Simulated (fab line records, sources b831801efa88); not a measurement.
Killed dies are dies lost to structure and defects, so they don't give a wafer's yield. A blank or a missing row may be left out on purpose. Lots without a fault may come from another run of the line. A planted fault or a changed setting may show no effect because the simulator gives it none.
fab line records | flow gf180mcu
record lots=5 wafers=15 last_day=34
route steps=602 shown MVSD@136 NWELL@137 LVPWELL@138 MVPSD@139 VT_IMPLANT@140 DUAL_GATE@141 POLY_GATE@157
lots that met no fault: from a run of the same line without faults
start_h: hours from the record's first day to the start of the lot's first wafer shown | wait_h: hours since the lot's step before | " the same as in the row above | L1.1+2: a row that stands for several wafers | - no value, or no start given | * or withheld: withheld | < > ~ a bound
route shown NAME@n: a module of which the file shows steps, and the number in the route of the first | usual: mean/standard deviation of fault-free wafers | same: alike in all rows | chamber/n: place in a boat | sites: the reading at each site | _std_site: their standard deviation | _edge_site: outer sites' mean less inner sites' | radius_mm: how far each site lies from the wafer's centre | mask NAME#n: copy n | behind: the tool/chamber that last shaped the wafer | hold: why the lot was held/for how many hours/how that ended | device: the transistor (n, p or np) that didn't switch | end of line: the same wafers' tests at the end of the route | a step without rows: its recipe alone | killed: dies lost to structure and defects at the first sort, not the wafer's yield | map: a wafer's dies, x killed, . not, _ none there
set.NAME: the setting as run; set.NAME@STEP: as run at that earlier step | model.NAME: the simulator's own value behind a step, which no gauge read
lots at some steps of the route; a table a step, a row a wafer
services: from which hour (start_h, from the record's first day; less than 0 if before it) a tool's chamber was out of use, for how many hours, and why
## steps
# step GF_VT_IMPLANT_RS_MEAS_46
# recipe thk_meas_gauge=four-point-probe
# usual MVSD_RS=456.7/1.1
# columns lot.wafer tool chamber start_h wait_h MVSD_RS[ohm/sq]
L078.1 film_metro-03 - 184.49 0.1 458.3
L078.5 " - " " 457.6
L078.6 " - " " 457.3
L083.3 film_metro-03 - 219.26 0.1 454.9
L083.5 " - " " 454.8
L083.6 " - " " 454.0
L084.3 film_metro-03 - 224.21 0.1 455.8
L084.4 " - " " 454.4
L084.5 " - " " 455.8
L091.2 film_metro-04 - 277.64 0.1 457.6
L091.3 " - " " 457.5
L091.4 " - " " 456.7
L094.4 film_metro-01 - 299.62 0.1 456.1
L094.5 " - " " 456.5
L094.6 " - " " 456.4
# step GF_VT_IMPLANT_RS_MEAS_47
# recipe thk_meas_gauge=four-point-probe
# usual NWELL_RS=497.7/1.5
# columns lot.wafer tool chamber start_h wait_h NWELL_RS[ohm/sq]
L078.1 film_metro-03 - 184.61 0.1 498.7
L078.5 " - " " 499.1
L078.6 " - " " 499.4
L083.3 film_metro-03 - 219.38 0.1 497.5
L083.5 " - " " 496.3
L083.6 " - " " 496.5
L084.3 film_metro-03 - 224.33 0.1 496.3
L084.4 " - " " 495.2
L084.5 " - " " 495.7
L091.2 film_metro-04 - 277.76 0.1 498.4
L091.3 " - " " 499.0
L091.4 " - " " 498.9
L094.4 film_metro-01 - 299.74 0.1 498.4
L094.5 " - " " 497.7
L094.6 " - " " 498.3
# step GF_VT_IMPLANT_RS_MEAS_48
# recipe thk_meas_gauge=four-point-probe
# usual LVPWELL_RS=1197/3.3
# columns lot.wafer tool chamber start_h wait_h LVPWELL_RS[ohm/sq]
L078.1 film_metro-03 - 184.73 0.1 1192
L078.5 " - " " 1197
L078.6 " - " " 1194
L083.3 film_metro-03 - 219.50 0.1 1196
L083.5 " - " " 1195
L083.6 " - " " 1194
L084.3 film_metro-03 - 224.45 0.1 1200
L084.4 " - " " 1195
L084.5 " - " " 1194
L091.2 film_metro-04 - 277.88 0.1 1197
L091.3 " - " " 1201
L091.4 " - " " 1200
L094.4 film_metro-01 - 299.86 0.1 1196
L094.5 " - " " 1198
L094.6 " - " " 1194
# step GF_VT_IMPLANT_RS_MEAS_49
# recipe thk_meas_gauge=four-point-probe
# usual MVPSD_RS=1169/3.4
# columns lot.wafer tool chamber start_h wait_h MVPSD_RS[ohm/sq]
L078.1 film_metro-03 - 184.85 0.1 1165
L078.5 " - " " 1167
L078.6 " - " " 1166
L083.3 film_metro-03 - 219.62 0.1 1169
L083.5 " - " " 1168
L083.6 " - " " 1169
L084.3 film_metro-03 - 224.57 0.1 1167
L084.4 " - " " 1168
L084.5 " - " " 1167
L091.2 film_metro-04 - 278.00 0.1 1167
L091.3 " - " " 1171
L091.4 " - " " 1169
L094.4 film_metro-01 - 299.98 0.1 1171
L094.5 " - " " 1174
L094.6 " - " " 1172
# step GF_VT_IMPLANT_WET_ETCH_50
# recipe chemistry=dHF target_depth_nm=20 target=SiO2 temp_c=25 dilution=100:1 time_s=400
# columns lot.wafer tool chamber start_h wait_h
L078.1+5+6 wet_bench-01 0 184.97 0.1
L083.3+5+6 wet_bench-02 1 219.70 0.1
L084.3+4+5 wet_bench-03 2 224.65 0.1
L091.2+3+4 wet_bench-03 0 278.10 0.1
L094.4+5+6 wet_bench-01 1 300.04 0.0
# step GF_DUAL_GATE_CLEAN_00
# recipe chemistry=SC1/SC2 mix=1:4:20 temp_c=70 time_s=150
# columns lot.wafer tool chamber start_h wait_h
L078.1+5+6 wet_bench-02 0 185.08 0.0
L083.3+5+6 wet_bench-01 0 219.82 0.0
L084.3+4+5 wet_bench-02 0 224.78 0.0
L091.2+3+4 wet_bench-02 1 278.22 0.0
L094.4+5+6 wet_bench-01 2 300.16 0.0
# step GF_DUAL_GATE_CLEAN_01
# recipe chemistry=dHF time_s=20 dilution=100:1 dry=ipa_marangoni
# columns lot.wafer tool chamber start_h wait_h
L078.1+5+6 wet_bench-01 1 185.13 0.0
L083.3+5+6 wet_bench-02 2 219.87 0.0
L084.3+4+5 wet_bench-01 3 224.84 0.0
L091.2+3+4 wet_bench-03 1 278.27 0.0
L094.4+5+6 wet_bench-01 0 300.21 0.0
# step GF_DUAL_GATE_OXIDATION_02
# recipe temp_c=900 ambient=O2 stabilise_s=600 purge_s=300 target_thk_a=108.87 ox_time_s=1602
# usual zone_power_top_pct=34.3/0.38
# columns lot.wafer tool chamber start_h wait_h zone_power_top_pct
L078.1 furnace-02 0 185.15 0.0 33.7
L078.5 " 0 " " 33.8
L078.6 " 0 " " 34.4
L083.3 furnace-01 0 219.95 0.1 34.2
L083.5 " 0 " " 34.9
L083.6 " 0 " " 34.1
L084.3 furnace-01 0 224.85 0.0 34.6
L084.4 " 0 " " 34.3
L084.5 " 0 " " 35.2
L091.2 furnace-01 0 279.10 0.8 34.3
L091.3 " 0 " " 34.6
L091.4 " 0 " " 34.1
L094.4 furnace-01 0 301.51 1.3 34.8
L094.5 " 0 " " 34.9
L094.6 " 0 " " 34.1
# step GF_DUAL_GATE_THK_MEAS_03
# recipe reads=SiO2_of_DUAL_GATE_OXIDATION_02
# usual DUAL_GATE_OXIDATION_00_THK=10.83/0.19
# columns lot.wafer tool chamber start_h wait_h DUAL_GATE_OXIDATION_00_THK[nm]
L078.1 film_metro-02 - 186.59 0.0 10.82
L078.5 " - " " 10.77
L078.6 " - " " 10.99
L083.3 film_metro-04 - 221.41 0.0 10.87
L083.5 " - " " 10.83
L083.6 " - " " 10.68
L084.3 film_metro-04 - 226.32 0.0 10.93
L084.4 " - " " 11.15
L084.5 " - " " 11.08
L091.2 film_metro-03 - 280.56 0.0 11.10
L091.3 " - " " 10.88
L091.4 " - " " 11.12
L094.4 film_metro-02 - 302.99 0.0 10.63
L094.5 " - " " 11.00
L094.6 " - " " 10.81
# step GF_DUAL_GATE_DEHYDRATE_04
# recipe temp_c=200 time_s=60
# usual resist_line_temp_C=23.02/0.1
# columns lot.wafer tool chamber start_h wait_h resist_line_temp_C
L078.1 litho_track-04 0 194.77 8.2 23.05
L078.5 " 0 " " 22.90
L078.6 " 0 " " 22.98
L083.3 litho_track-04 0 229.22 7.8 23.17
L083.5 " 0 " " 23.23
L083.6 " 0 " " 23.08
L084.3 litho_track-03 0 236.01 9.7 22.80
L084.4 " 0 " " 22.95
L084.5 " 0 " " 22.90
L091.2 litho_track-02 0 289.14 8.6 23.20
L091.3 " 0 " " 23.06
L091.4 " 0 " " 23.01
L094.4 litho_track-03 0 312.19 9.2 23.02
L094.5 " 0 " " 23.00
L094.6 " 0 " " 23.01
# step GF_DUAL_GATE_HMDS_05
# recipe prime_time_s=60 prime_temp_c=120
# usual resist_line_temp_C=23.01/0.087
# same prime_time_s=60
# columns lot.wafer tool chamber start_h wait_h resist_line_temp_C
L078.1 litho_track-04 0 194.92 0.1 22.77
L078.5 " 0 " " 23.09
L078.6 " 0 " " 23.08
L083.3 litho_track-04 0 229.37 0.1 23.13
L083.5 " 0 " " 23.12
L083.6 " 0 " " 23.14
L084.3 litho_track-03 0 236.16 0.1 23.03
L084.4 " 0 " " 23.09
L084.5 " 0 " " 23.00
L091.2 litho_track-02 0 289.29 0.1 22.97
L091.3 " 0 " " 23.03
L091.4 " 0 " " 23.01
L094.4 litho_track-03 0 312.34 0.1 23.10
L094.5 " 0 " " 23.20
L094.6 " 0 " " 23.00
# step GF_DUAL_GATE_COAT_06
# recipe resist=NOVOLAK spin_rpm=3000 resist_thk_nm=1000
# usual resist_line_temp_C=23.01/0.11
# columns lot.wafer tool chamber start_h wait_h resist_line_temp_C
L078.1 litho_track-04 0 195.07 0.1 23.10
L078.5 " 0 " " 22.94
L078.6 " 0 " " 22.92
L083.3 litho_track-04 0 229.52 0.1 22.90
L083.5 " 0 " " 23.07
L083.6 " 0 " " 23.12
L084.3 litho_track-03 0 236.31 0.1 23.16
L084.4 " 0 " " 23.12
L084.5 " 0 " " 23.12
L091.2 litho_track-02 0 289.44 0.1 22.81
L091.3 " 0 " " 22.97
L091.4 " 0 " " 22.87
L094.4 litho_track-03 0 312.49 0.1 23.03
L094.5 " 0 " " 22.98
L094.6 " 0 " " 22.82
# step GF_DUAL_GATE_SOFTBAKE_07
# recipe temp_c=90 time_s=60 resist=NOVOLAK
# usual resist_line_temp_C=23.00/0.1
# columns lot.wafer tool chamber start_h wait_h resist_line_temp_C
L078.1 litho_track-04 0 195.22 0.1 23.04
L078.5 " 0 " " 22.90
L078.6 " 0 " " 23.07
L083.3 litho_track-04 0 229.67 0.1 22.93
L083.5 " 0 " " 22.89
L083.6 " 0 " " 22.96
L084.3 litho_track-03 0 236.46 0.1 23.19
L084.4 " 0 " " 23.10
L084.5 " 0 " " 23.07
L091.2 litho_track-02 0 289.59 0.1 23.08
L091.3 " 0 " " 23.16
L091.4 " 0 " " 22.97
L094.4 litho_track-03 0 312.64 0.1 23.05
L094.5 " 0 " " 22.91
L094.6 " 0 " " 23.01
# step GF_DUAL_GATE_EXPOSE_08
# recipe mask_id=Dualgate target_cd_nm=700 na=0.6 source_shape=conventional sigma_outer=0.6 dose_mj=140
# usual focus_offset_nm=0.0/0.53 stage_vel_mm_s=499.94/0.27
# columns lot.wafer tool chamber start_h wait_h mask focus_offset_nm stage_vel_mm_s
L078.1 iline_stepper-01 0 - - Dualgate#0 0.2 499.63
L078.5 " 0 " " Dualgate#0 0.0 500.01
L078.6 " 0 " " Dualgate#0 0.8 499.84
L083.3 iline_stepper-01 0 - - Dualgate#0 0.2 499.55
L083.5 " 0 " " Dualgate#0 -0.3 499.85
L083.6 " 0 " " Dualgate#0 -0.2 499.76
L084.3 iline_stepper-01 0 - - Dualgate#0 -0.3 500.21
L084.4 " 0 " " Dualgate#0 0.1 500.08
L084.5 " 0 " " Dualgate#0 -0.5 500.04
L091.2 iline_stepper-01 0 - - Dualgate#0 0.4 500.05
L091.3 " 0 " " Dualgate#0 0.8 499.99
L091.4 " 0 " " Dualgate#0 -0.1 500.12
L094.4 iline_stepper-01 0 - - Dualgate#0 0.4 499.71
L094.5 " 0 " " Dualgate#0 0.2 499.70
L094.6 " 0 " " Dualgate#0 1.0 499.77
# step GF_DUAL_GATE_PEB_09
# recipe temp_c=withheld time_s=* resist=NOVOLAK
# usual resist_line_temp_C=*
# columns lot.wafer tool chamber start_h wait_h resist_line_temp_C
L078.1 litho_track-02 0 - - *
L078.5 " 0 " " *
L078.6 " 0 " " *
L083.3 litho_track-04 0 - - *
L083.5 " 0 " " *
L083.6 " 0 " " *
L084.3 litho_track-04 0 - - *
L084.4 " 0 " " *
L084.5 " 0 " " *
L091.2 litho_track-02 0 - - *
L091.3 " 0 " " *
L091.4 " 0 " " *
L094.4 litho_track-03 0 - - *
L094.5 " 0 " " *
L094.6 " 0 " " *
# step GF_DUAL_GATE_DEVELOP_10
# recipe develop_time_s=60 dev_temp_c=23.53
# usual resist_line_temp_C=23.01/0.11
# same develop_time_s=60
# columns lot.wafer tool chamber start_h wait_h resist_line_temp_C
L078.1 litho_track-02 0 203.12 0.1 23.01
L078.5 " 0 " " 22.87
L078.6 " 0 " " 22.89
L083.3 litho_track-04 0 239.62 0.1 22.71
L083.5 " 0 " " 22.75
L083.6 " 0 " " 22.76
L084.3 litho_track-04 0 244.57 0.1 23.04
L084.4 " 0 " " 22.95
L084.5 " 0 " " 22.87
L091.2 litho_track-02 0 300.09 0.1 22.99
L091.3 " 0 " " 22.96
L091.4 " 0 " " 23.04
L094.4 litho_track-03 0 322.99 0.1 22.79
L094.5 " 0 " " 23.06
L094.6 " 0 " " 22.70
# step GF_DUAL_GATE_OVL_MEAS_11
# usual DUAL_GATE_OVL=1.5/1.5
# columns lot.wafer tool chamber start_h wait_h DUAL_GATE_OVL[nm]
L078.1 overlay-02 - 203.27 0.1 -0.2
L078.5 " - " " 0.6
L078.6 " - " " 0.2
L083.3 overlay-01 - 239.73 0.1 1.5
L083.5 " - " " 1.3
L083.6 " - " " 1.3
L084.3 overlay-01 - 244.68 0.1 0.4
L084.4 " - " " 0.2
L084.5 " - " " 0.6
L091.2 overlay-01 - 300.22 0.1 -1.4
L091.3 " - " " 0.4
L091.4 " - " " -1.1
L094.4 overlay-02 - 323.08 0.1 -0.4
L094.5 " - " " -0.9
L094.6 " - " " 0.2
# step GF_DUAL_GATE_WET_ETCH_12
# recipe chemistry=dHF target_depth_nm=13 dry=n2_spin target=SiO2 temp_c=25 dilution=100:1 time_s=260
# columns lot.wafer tool chamber start_h wait_h
L078.1+5+6 wet_bench-02 1 203.31 0.0
L083.3+5+6 wet_bench-02 0 239.75 0.0
L084.3+4+5 wet_bench-01 3 244.70 0.0
L091.2+3+4 wet_bench-01 2 300.25 0.0
L094.4+5+6 wet_bench-03 3 323.10 0.0
# step GF_DUAL_GATE_STRIP_13
# recipe chemistry=O2/N2 power_w=1400 pressure_mtorr=1500 platen_temp_c=250 o2_flow_sccm=3000 n2_flow_sccm=300 overash_fraction=0.5
# usual chamber_pressure_mTorr=1500.2/1.5 drypump_motor_current_A=5.7/0.42 heater_power_w=349/30 n2_flow_sccm=299.8/0.96 oes_product_au=0.716/0.0049 strip_time_to_endpoint_s=12.64/0.034
# columns lot.wafer tool chamber start_h wait_h chamber_pressure_mTorr drypump_motor_current_A heater_power_w n2_flow_sccm oes_product_au rf_hours_counter_h strip_time_to_endpoint_s
L078.1 plasma_asher-02 1 203.39 0.0 1500.2 5.9 398 298.3 0.710 56 12.60
L078.5 " 0 " " 1501.6 5.0 343 299.3 0.710 - 12.59
L078.6 " 1 " " 1499.5 5.9 409 299.9 0.721 - 12.62
L083.3 plasma_asher-03 1 239.87 0.0 1501.7 5.6 321 299.5 0.714 - 12.60
L083.5 " 0 " " 1502.8 5.7 338 298.6 0.715 - 12.60
L083.6 " 1 " " 1498.5 5.6 324 300.8 0.722 - 12.58
L084.3 plasma_asher-04 0 244.82 0.0 1502.0 6.2 315 300.1 0.723 - 12.66
L084.4 " 1 " " 1499.2 6.4 344 300.0 0.709 - 12.62
L084.5 " 1 " " 1501.0 6.4 329 298.1 0.717 - 12.68
L091.2 plasma_asher-04 0 300.33 0.0 1500.0 6.2 321 300.3 0.714 67 12.69
L091.3 " 1 " " 1498.8 6.4 341 298.6 0.710 - 12.62
L091.4 " 0 " " 1499.3 6.2 316 300.2 0.716 - 12.67
L094.4 plasma_asher-02 0 323.22 0.0 1502.1 5.1 344 300.5 0.714 - 12.71
L094.5 " 0 " " 1500.0 5.0 346 300.1 0.703 - 12.72
L094.6 " 1 " " 1501.7 5.9 398 300.8 0.712 - 12.68
# step GF_DUAL_GATE_CLEAN_14
# recipe chemistry=SC1/SC2 mix=1:4:20 temp_c=70 time_s=150 dry=n2_spin
# columns lot.wafer tool chamber start_h wait_h
L078.1+5+6 wet_bench-03 1 203.49 0.1
L083.3+5+6 wet_bench-03 2 239.93 0.0
L084.3+4+5 wet_bench-02 0 244.89 0.0
L091.2+3+4 wet_bench-02 2 300.43 0.1
L094.4+5+6 wet_bench-01 1 323.29 0.0
# step GF_DUAL_GATE_OXIDATION_15
# recipe temp_c=850 ambient=O2 stabilise_s=600 purge_s=300 target_thk_a=70.98 ox_time_s=1995
# usual zone_power_top_pct=31.4/0.33
# columns lot.wafer tool chamber start_h wait_h zone_power_top_pct
L078.1 furnace-02 0 203.55 0.0 31.2
L078.5 " 0 " " 31.0
L078.6 " 0 " " 31.3
L083.3 furnace-02 0 240.68 0.7 30.5
L083.5 " 0 " " 31.8
L083.6 " 0 " " 31.8
L084.3 furnace-02 0 247.30 2.4 31.2
L084.4 " 0 " " 31.4
L084.5 " 0 " " 31.6
L091.2 furnace-02 0 301.63 1.1 31.1
L091.3 " 0 " " 31.2
L091.4 " 0 " " 31.1
L094.4 furnace-01 0 323.77 0.4 31.6
L094.5 " 0 " " 31.7
L094.6 " 0 " " 31.6
# step GF_POLY_GATE_CVD_00
# recipe material=poly-Si target_thk_nm=200 temp_c=620 time_s=1200 pressure_mtorr=200
# usual zone_power_top_pct=21.2/2.7
# columns lot.wafer tool chamber start_h wait_h zone_power_top_pct
L078.1 lpcvd-01 0 205.11 0.0 20.0
L078.5 " 0 " " 19.9
L078.6 " 0 " " 19.7
L083.3 lpcvd-02 0 242.23 0.0 23.9
L083.5 " 0 " " 24.4
L083.6 " 0 " " 24.7
L084.3 lpcvd-01 1 248.86 0.0 23.4
L084.4 " 1 " " 23.2
L084.5 " 1 " " 23.0
L091.2 lpcvd-01 0 303.53 0.4 20.2
L091.3 " 0 " " 20.2
L091.4 " 0 " " 20.5
L094.4 lpcvd-01 0 325.63 0.3 19.9
L094.5 " 0 " " 20.2
L094.6 " 0 " " 20.0
# step GF_POLY_GATE_THK_MEAS_01
# recipe reads=poly-Si_of_POLY_GATE_CVD_00
# usual POLY_GATE_CVD_00_THK=199.5/1.8
# columns lot.wafer tool chamber start_h wait_h POLY_GATE_CVD_00_THK[nm]
L078.1 film_metro-02 - 206.44 0.0 200.6
L078.5 " - " " 199.9
L078.6 " - " " 200.4
L083.3 film_metro-04 - 243.58 0.0 205.1
L083.5 " - " " 203.5
L083.6 " - " " 205.1
L084.3 film_metro-01 - 250.21 0.0 196.1
L084.4 " - " " 197.5
L084.5 " - " " 197.9
L091.2 film_metro-02 - 304.88 0.0 200.0
L091.3 " - " " 199.7
L091.4 " - " " 200.0
L094.4 film_metro-04 - 327.00 0.0 201.2
L094.5 " - " " 199.7
L094.6 " - " " 200.5
# step GF_POLY_GATE_DEHYDRATE_02
# recipe temp_c=200 time_s=60
# usual resist_line_temp_C=22.98/0.099
# columns lot.wafer tool chamber start_h wait_h resist_line_temp_C
L078.1 litho_track-04 0 213.97 7.5 22.95
L078.5 " 0 " " 22.92
L078.6 " 0 " " 23.04
L083.3 litho_track-04 0 252.62 9.0 23.03
L083.5 " 0 " " 23.09
L083.6 " 0 " " 23.07
L084.3 litho_track-02 0 259.12 8.9 22.95
L084.4 " 0 " " 23.01
L084.5 " 0 " " 23.06
L091.2 litho_track-01 0 314.75 9.9 23.13
L091.3 " 0 " " 22.93
L091.4 " 0 " " 22.95
L094.4 litho_track-01 0 336.90 9.9 23.08
L094.5 " 0 " " 22.94
L094.6 " 0 " " 23.10
# step GF_POLY_GATE_HMDS_03
# recipe prime_time_s=60 prime_temp_c=120
# usual resist_line_temp_C=23.00/0.098
# same prime_time_s=60
# columns lot.wafer tool chamber start_h wait_h resist_line_temp_C
L078.1 litho_track-04 0 214.12 0.1 22.84
L078.5 " 0 " " 23.09
L078.6 " 0 " " 22.93
L083.3 litho_track-04 0 252.77 0.1 22.90
L083.5 " 0 " " 22.85
L083.6 " 0 " " 22.89
L084.3 litho_track-02 0 259.27 0.1 23.06
L084.4 " 0 " " 23.08
L084.5 " 0 " " 23.06
L091.2 litho_track-01 0 314.90 0.1 23.07
L091.3 " 0 " " 23.06
L091.4 " 0 " " 23.01
L094.4 litho_track-01 0 337.05 0.1 22.98
L094.5 " 0 " " 22.86
L094.6 " 0 " " 23.12
# step GF_POLY_GATE_COAT_04
# recipe resist=BARC temp_c=withheld time_s=withheld spin_rpm=withheld resist_thk_nm=withheld
# usual resist_line_temp_C=*
# columns lot.wafer tool chamber start_h wait_h resist_line_temp_C
L078.1 litho_track-04 0 214.27 0.1 *
L078.5 " 0 " " *
L078.6 " 0 " " *
L083.3 litho_track-04 0 252.92 0.1 *
L083.5 " 0 " " *
L083.6 " 0 " " *
L084.3 litho_track-02 0 259.42 0.1 *
L084.4 " 0 " " *
L084.5 " 0 " " *
L091.2 litho_track-01 0 315.05 0.1 *
L091.3 " 0 " " *
L091.4 " 0 " " *
L094.4 litho_track-01 0 337.20 0.1 *
L094.5 " 0 " " *
L094.6 " 0 " " *
# step GF_POLY_GATE_COAT_05
# recipe resist=KrF spin_rpm=withheld resist_thk_nm=707.2
# usual resist_line_temp_C=23.04/0.096
# columns lot.wafer tool chamber start_h wait_h resist_line_temp_C
L078.1 litho_track-04 0 - - 23.07
L078.5 " 0 " " 22.90
L078.6 " 0 " " 23.04
L083.3 litho_track-04 0 - - 23.05
L083.5 " 0 " " 23.07
L083.6 " 0 " " 23.04
L084.3 litho_track-02 0 - - 22.88
L084.4 " 0 " " 22.95
L084.5 " 0 " " 22.98
L091.2 litho_track-01 0 - - 22.96
L091.3 " 0 " " 23.00
L091.4 " 0 " " 23.09
L094.4 litho_track-01 0 - - 22.95
L094.5 " 0 " " 22.96
L094.6 " 0 " " 23.07
# step GF_POLY_GATE_SOFTBAKE_06
# recipe temp_c=130 time_s=60 resist=KrF
# usual resist_line_temp_C=23.02/0.094
# columns lot.wafer tool chamber start_h wait_h resist_line_temp_C
L078.1 litho_track-04 0 - - 23.12
L078.5 " 0 " " 23.17
L078.6 " 0 " " 23.08
L083.3 litho_track-04 0 - - 23.06
L083.5 " 0 " " 22.95
L083.6 " 0 " " 23.05
L084.3 litho_track-02 0 - - 23.06
L084.4 " 0 " " 22.98
L084.5 " 0 " " 22.93
L091.2 litho_track-01 0 - - 23.22
L091.3 " 0 " " 23.12
L091.4 " 0 " " 23.21
L094.4 litho_track-01 0 - - 22.90
L094.5 " 0 " " 22.99
L094.6 " 0 " " 22.83
# step GF_POLY_GATE_EXPOSE_07
# recipe mask_id=Poly2 target_cd_nm=280 na=0.68 source_shape=conventional sigma_outer=0.6 dose_mj=28
# usual focus_offset_nm=0.0/0.52 stage_vel_mm_s=500.02/0.26
# columns lot.wafer tool chamber start_h wait_h mask focus_offset_nm stage_vel_mm_s
L078.1 krf_scanner-01 0 - - Poly2#0 0.6 499.81
L078.5 " 0 " " Poly2#0 0.3 499.94
L078.6 " 0 " " Poly2#0 0.4 499.64
L083.3 krf_scanner-01 0 - - Poly2#0 -0.7 500.43
L083.5 " 0 " " Poly2#0 -0.7 500.31
L083.6 " 0 " " Poly2#0 0.9 500.21
L084.3 krf_scanner-01 0 - - Poly2#0 -0.4 500.34
L084.4 " 0 " " Poly2#0 0.2 500.53
L084.5 " 0 " " Poly2#0 -0.1 500.09
L091.2 krf_scanner-01 0 - - Poly2#0 0.5 499.65
L091.3 " 0 " " Poly2#0 -0.1 499.87
L091.4 " 0 " " Poly2#0 0.6 499.67
L094.4 krf_scanner-01 0 - - Poly2#0 0.3 500.28
L094.5 " 0 " " Poly2#0 0.0 500.03
L094.6 " 0 " " Poly2#0 0.0 500.17
# step GF_POLY_GATE_PEB_08
# recipe peb_temp_c=135 peb_time_s=90 resist=KrF
# usual resist_line_temp_C=22.98/0.12
# columns lot.wafer tool chamber start_h wait_h resist_line_temp_C
L078.1 litho_track-04 0 - - 22.79
L078.5 " 0 " " 22.77
L078.6 " 0 " " 22.91
L083.3 litho_track-01 0 - - 23.04
L083.5 " 0 " " 23.17
L083.6 " 0 " " 23.15
L084.3 litho_track-04 0 - - 23.00
L084.4 " 0 " " 22.99
L084.5 " 0 " " 22.98
L091.2 litho_track-04 0 - - 22.97
L091.3 " 0 " " 22.84
L091.4 " 0 " " 23.06
L094.4 litho_track-01 0 - - 23.00
L094.5 " 0 " " 22.94
L094.6 " 0 " " 22.97
# step GF_POLY_GATE_DEVELOP_09
# recipe develop_time_s=60 resist=KrF dev_temp_c=21
# usual resist_line_temp_C=22.99/0.099
# same develop_time_s=60
# columns lot.wafer tool chamber start_h wait_h resist_line_temp_C
L078.1 litho_track-04 0 222.02 0.2 23.00
L078.5 " 0 " " 23.00
L078.6 " 0 " " 22.99
L083.3 litho_track-01 0 262.02 0.1 22.95
L083.5 " 0 " " 23.03
L083.6 " 0 " " 23.01
L084.3 litho_track-04 0 269.02 0.1 22.84
L084.4 " 0 " " 22.97
L084.5 " 0 " " 23.00
L091.2 litho_track-04 0 325.74 0.2 23.00
L091.3 " 0 " " 23.02
L091.4 " 0 " " 23.09
L094.4 litho_track-01 0 347.95 0.1 23.12
L094.5 " 0 " " 23.02
L094.6 " 0 " " 23.11
# step GF_POLY_GATE_CD_MEAS_10
# recipe target_cd_nm=280
# usual cd_nm=279.7/1.1
# columns lot.wafer tool chamber start_h wait_h cd_nm
L078.1 cd_sem-02 - 222.17 0.1 278.0
L078.5 " - " " 278.6
L078.6 " - " " 279.3
L083.3 cd_sem-01 - 262.16 0.1 280.1
L083.5 " - " " 281.0
L083.6 " - " " 280.1
L084.3 cd_sem-02 - 269.16 0.1 277.3
L084.4 " - " " 277.9
L084.5 " - " " 277.4
L091.2 cd_sem-01 - 325.89 0.1 281.6
L091.3 " - " " 281.3
L091.4 " - " " 280.5
L094.4 cd_sem-01 - 348.08 0.1 278.3
L094.5 " - " " 279.2
L094.6 " - " " 279.4
# step GF_POLY_GATE_OVL_MEAS_11
# usual POLY_GATE_OVL=7/5.7
# columns lot.wafer tool chamber start_h wait_h POLY_GATE_OVL[nm]
L078.1 overlay-01 - 222.29 0.1 2
L078.5 " - " " 5
L078.6 " - " " 4
L083.3 overlay-01 - 262.25 0.1 12
L083.5 " - " " 19
L083.6 " - " " 13
L084.3 overlay-02 - 269.25 0.1 2
L084.4 " - " " 13
L084.5 " - " " 3
L091.2 overlay-01 - 325.99 0.1 0
L091.3 " - " " 5
L091.4 " - " " 5
L094.4 overlay-02 - 348.16 0.1 8
L094.5 " - " " 1
L094.6 " - " " 3
# step GF_POLY_GATE_ETCH_12
# recipe chemistry=N2/H2 target_depth_a=withheld overetch_a=withheld time_s=withheld target=BARC ion_energy_ev=200 source_w=500 bias_w=100 pressure_mtorr=30 n2_flow_sccm=100 h2_flow_sccm=200
# usual chamber_pressure_mTorr=30.000/0.025 drypump_motor_current_A=6.1/0.36 n2_flow_sccm=99.95/0.29 oes_product_au=0.734/0.0044 rf_fwd_power_W=495.6/1.8 throttle_valve_pct=13.215/0.01
# columns lot.wafer tool chamber start_h wait_h chamber_pressure_mTorr drypump_motor_current_A n2_flow_sccm oes_product_au rf_fwd_power_W throttle_valve_pct
L078.1 rie_diel-03 2 222.32 0.0 30.011 6.6 99.72 0.728 496.3 13.211
L078.5 " 3 " " 30.024 6.1 99.69 0.741 497.4 13.216
L078.6 " 0 " " 29.955 6.4 100.29 0.729 492.9 13.207
L083.3 rie_diel-04 2 262.28 0.0 30.019 5.8 100.14 0.735 494.0 13.209
L083.5 " 0 " " 30.042 6.6 100.12 0.734 497.2 13.208
L083.6 " 3 " " 30.004 6.0 100.28 0.741 494.1 13.213
L084.3 rie_diel-03 0 269.27 0.0 30.002 6.4 100.60 0.733 496.4 13.219
L084.4 " 3 " " 29.985 6.1 100.33 0.732 497.1 13.220
L084.5 " 0 " " 29.986 6.3 100.36 0.741 493.8 13.214
L091.2 rie_diel-03 2 326.02 0.0 30.010 6.6 99.32 0.732 493.9 13.218
L091.3 " 1 " " 30.004 5.8 99.80 0.732 498.0 13.193
L091.4 " 3 " " 29.983 6.1 99.83 0.742 495.9 13.223
L094.4 rie_diel-03 0 348.18 0.0 30.009 6.4 99.91 0.732 494.9 13.213
L094.5 " 0 " " 30.028 6.3 100.12 0.733 493.2 13.213
L094.6 " 3 " " 30.022 6.0 100.24 0.736 494.2 13.227
## services
# columns tool chamber start_h hours kind
rie_diel-04 3 170.76 4.7 repair
plasma_asher-03 - 172.20 14.6 pm
iline_stepper-01 - 202.21 8.9 pm
krf_scanner-01 - 209.23 0.8 repair
plasma_asher-04 - 212.34 2.5 repair
krf_scanner-01 - 215.37 1.3 pm
iline_stepper-01 - 219.82 4.3 pm
rie_diel-04 0 223.90 19.5 repair
wet_bench-03 - 230.93 1.9 pm
furnace-01 - 235.21 2.6 pm
iline_stepper-01 - 236.68 1.7 pm
rie_diel-03 3 238.02 6.8 repair
furnace-01 - 242.10 8.9 pm
rie_diel-04 0 258.58 2.1 repair
plasma_asher-03 - 281.59 3.2 repair
iline_stepper-01 - 283.39 4.4 pm
wet_bench-03 - 283.88 3.3 repair
furnace-02 - 284.16 3.5 pm
furnace-01 - 293.66 3.1 pm
iline_stepper-01 - 294.68 9.6 repair
krf_scanner-01 - 303.05 1.0 pm
furnace-02 - 304.57 4.1 pm
krf_scanner-01 - 317.87 0.6 repair
krf_scanner-01 - 323.90 0.8 pm
## key
fault none
